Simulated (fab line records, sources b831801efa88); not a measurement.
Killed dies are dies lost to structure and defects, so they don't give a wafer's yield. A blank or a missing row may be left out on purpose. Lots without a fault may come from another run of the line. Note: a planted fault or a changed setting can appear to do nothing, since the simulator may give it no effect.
Which tool was responsible? / flow sky130 / 36 wafers from 12 lots sampled at 4 of the route's 708 steps

WHAT THE GAUGES SHOWED, per wafer
SKY_LDD_LDN_TW_MEAS_13.
lot=L325; measured=day 22 18:07; on=film metro-01; LDD_LDN_TW=1509 1502 1494
lot=L330; measured=day 25 10:48; on=film metro-03; LDD_LDN_TW=1478 1475 1477
lot=L331; measured=day 25 12:38; on=film metro-03; LDD_LDN_TW=1475 1487 1481
lot=L335; measured=day 27 02:13; on=film metro-02; LDD_LDN_TW=1539 1529 1534
lot=L336; measured=day 27 21:39; on=film metro-02; LDD_LDN_TW=1484 1489 1478
lot=L337; measured=day 27 23:34; on=film metro-03; LDD_LDN_TW=1547 1532 1540
lot=L343; measured=day 29 10:10; on=film metro-02; LDD_LDN_TW=1478 1476 1470
lot=L342; measured=day 29 11:42; on=film metro-01; LDD_LDN_TW=1518 1505 1506
lot=L344; measured=day 29 15:04; on=film metro-03; LDD_LDN_TW=1467 1478 1471
lot=L345; measured=day 30 17:43; on=film metro-02; LDD_LDN_TW=1465 1472 1480
lot=L347; measured=day 30 19:41; on=film metro-03; LDD_LDN_TW=1486 1495 1483
lot=L348; measured=day 31 03:10; on=film metro-02; LDD_LDN_TW=1482 1483 1480

SKY_LOCAL_INTERCONNECT_RS_MEAS_01: the measuring method here is four-point-probe.
lot=L325; measured=day 29 01:56; on=film metro-04; LOCAL_INTERCONNECT_TIN_RS (ohm/sq)=14.06 14.41 13.99
lot=L330; measured=day 31 14:51; on=film metro-04; LOCAL_INTERCONNECT_TIN_RS (ohm/sq)=14.01 13.94 13.99
lot=L331; measured=day 31 16:55; on=film metro-04; LOCAL_INTERCONNECT_TIN_RS (ohm/sq)=14.09 14.25 14.06
lot=L335; measured=day 33 03:53; on=film metro-01; LOCAL_INTERCONNECT_TIN_RS (ohm/sq)=14.03 14.07 14.01
lot=L336; measured=day 34 00:08; on=film metro-01; LOCAL_INTERCONNECT_TIN_RS (ohm/sq)=14.41 14.53 14.36
lot=L337; measured=day 33 23:39; on=film metro-01; LOCAL_INTERCONNECT_TIN_RS (ohm/sq)=14.19 14.29 14.17
lot=L343; measured=day 35 05:51; on=film metro-02; LOCAL_INTERCONNECT_TIN_RS (ohm/sq)=14.22 14.10 13.99
lot=L342; measured=day 35 08:02; on=film metro-04; LOCAL_INTERCONNECT_TIN_RS (ohm/sq)=14.10 14.15 14.11
lot=L344; measured=day 35 11:31; on=film metro-01; LOCAL_INTERCONNECT_TIN_RS (ohm/sq)=14.02 14.01 14.20
lot=L345; measured=day 36 11:29; on=film metro-01; LOCAL_INTERCONNECT_TIN_RS (ohm/sq)=14.11 14.11 14.04
lot=L347; measured=day 36 13:50; on=film metro-01; LOCAL_INTERCONNECT_TIN_RS (ohm/sq)=14.06 13.79 13.86
lot=L348; measured=day 36 18:03; on=film metro-02; LOCAL_INTERCONNECT_TIN_RS (ohm/sq)=14.24 14.24 14.18

SKY_METAL1_THK_MEAS_06: measures by xrf.
lot=L325; measured=day 31 14:00; on=film metro-03; METAL1_ALCU_THK (nm)=246 248 250
lot=L330; measured=day 33 23:52; on=film metro-03; METAL1_ALCU_THK (nm)=256 251 253
lot=L331; measured=day 34 02:07; on=film metro-03; METAL1_ALCU_THK (nm)=254 257 258
lot=L335; measured=day 35 12:04; on=film metro-04; METAL1_ALCU_THK (nm)=251 252 250
lot=L336; measured=day 36 06:39; on=film metro-01; METAL1_ALCU_THK (nm)=252 251 247
lot=L337; measured=day 36 06:05; on=film metro-01; METAL1_ALCU_THK (nm)=246 249 246
lot=L343; measured=day 37 13:16; on=film metro-03; METAL1_ALCU_THK (nm)=253 258 256
lot=L342; measured=day 37 15:01; on=film metro-01; METAL1_ALCU_THK (nm)=248 249 253
lot=L344; measured=day 37 17:56; on=film metro-01; METAL1_ALCU_THK (nm)=251 245 247
lot=L345; measured=day 38 17:41; on=film metro-04; METAL1_ALCU_THK (nm)=251 246 250
lot=L347; measured=day 38 21:02; on=film metro-04; METAL1_ALCU_THK (nm)=246 250 247
lot=L348; measured=day 38 23:58; on=film metro-04; METAL1_ALCU_THK (nm)=250 250 248

WHAT TOOL EACH LOT RAN ON (gives the tool, then ch and the chambers of the sampled wafers, and finally the start)
lot=L325; SKY_LDD_LDN_IMPLANT_11=implanter-01 ch 0, day 22 17:54
lot=L330; SKY_LDD_LDN_IMPLANT_11=implanter-01 ch 0, day 25 10:33
lot=L331; SKY_LDD_LDN_IMPLANT_11=implanter-01 ch 0, day 25 12:23
lot=L335; SKY_LDD_LDN_IMPLANT_11=implanter-01 ch 0, day 27 01:59
lot=L336; SKY_LDD_LDN_IMPLANT_11=implanter-02 ch 0, day 27 21:24
lot=L337; SKY_LDD_LDN_IMPLANT_11=implanter-01 ch 0, day 27 23:21
lot=L343; SKY_LDD_LDN_IMPLANT_11=implanter-02 ch 0, day 29 09:56
lot=L342; SKY_LDD_LDN_IMPLANT_11=implanter-02 ch 0, day 29 11:27
lot=L344; SKY_LDD_LDN_IMPLANT_11=implanter-02 ch 0, day 29 14:49
lot=L345; SKY_LDD_LDN_IMPLANT_11=implanter-01 ch 0, day 30 17:29
lot=L347; SKY_LDD_LDN_IMPLANT_11=implanter-01 ch 0, day 30 19:28
lot=L348; SKY_LDD_LDN_IMPLANT_11=implanter-01 ch 0, day 31 02:56
- SKY_LDD_LDN_IMPLANT_11

WHAT THE TOOLS THEMSELVES READ (means of the sampled wafers that have a number; where no wafer has one, the mark that the record gives instead)
SKY_LDD_LDN_IMPLANT_11.
lot=L325; tool=implanter-01; beam on s (s)=10.02; dose ions cm2=1.2497e+13; faraday current uA=70.3
lot=L330; tool=implanter-01; beam on s (s)=10.00; dose ions cm2=1.2485e+13; faraday current uA=70.4
lot=L331; tool=implanter-01; beam on s (s)=10.18; dose ions cm2=1.2511e+13; faraday current uA=69.4
lot=L335; tool=implanter-01; beam on s (s)=9.98; dose ions cm2=1.8838e+13; faraday current uA=106.9
lot=L336; tool=implanter-02; beam on s (s)=10.06; dose ions cm2=1.2502e+13; faraday current uA=70.0
lot=L337; tool=implanter-01; beam on s (s)=10.10; dose ions cm2=1.8832e+13; faraday current uA=105.2
lot=L343; tool=implanter-02; beam on s (s)=9.88; dose ions cm2=1.2496e+13; faraday current uA=71.3
lot=L342; tool=implanter-02; beam on s (s)=9.96; dose ions cm2=1.2505e+13; faraday current uA=70.8
lot=L344; tool=implanter-02; beam on s (s)=9.95; dose ions cm2=1.2495e+13; faraday current uA=71.0
lot=L345; tool=implanter-01; beam on s (s)=10.10; dose ions cm2=1.2514e+13; faraday current uA=70.0
lot=L347; tool=implanter-01; beam on s (s)=10.08; dose ions cm2=1.2503e+13; faraday current uA=70.1
lot=L348; tool=implanter-01; beam on s (s)=10.11; dose ions cm2=1.2518e+13; faraday current uA=69.7

THE ANSWER, worked out from the rows above alone
Rule: what is usual is taken from the lots themselves. The widest of any qualifying gaps counts: lots, ordered by their means at a reading, are off when they make up no more than a third of the lots, leave a main group of 4 or more, and stand apart from it by 3 or more times the standard deviation of that group's means. A main group is skipped when, at the precision printed for the reading in the tables above, its means are all equal. Also off: a lot with no number at a reading for which 4 or more lots have one. All remaining lots with rows at the step are treated as sound. After the gauges, taken in route order, come the tools' own readings; for these a lot's mean is taken, as printed above. The first step at which some lot is off is used, and at that step the reading that is off furthest; a lot without a number counts as furthest.
Off at SKY_LDD_LDN_IMPLANT_11 (dose ions cm2): L335, L337. The main group has a mean of 1.2503e+13 with a standard deviation of 9.4e+09.
A tool fits if, at that step or a process step before it, it ran every lot that is off, and no sound lot after the first of them. None of those tried fits.

WHAT THE SIMULATOR HAD PUT IN
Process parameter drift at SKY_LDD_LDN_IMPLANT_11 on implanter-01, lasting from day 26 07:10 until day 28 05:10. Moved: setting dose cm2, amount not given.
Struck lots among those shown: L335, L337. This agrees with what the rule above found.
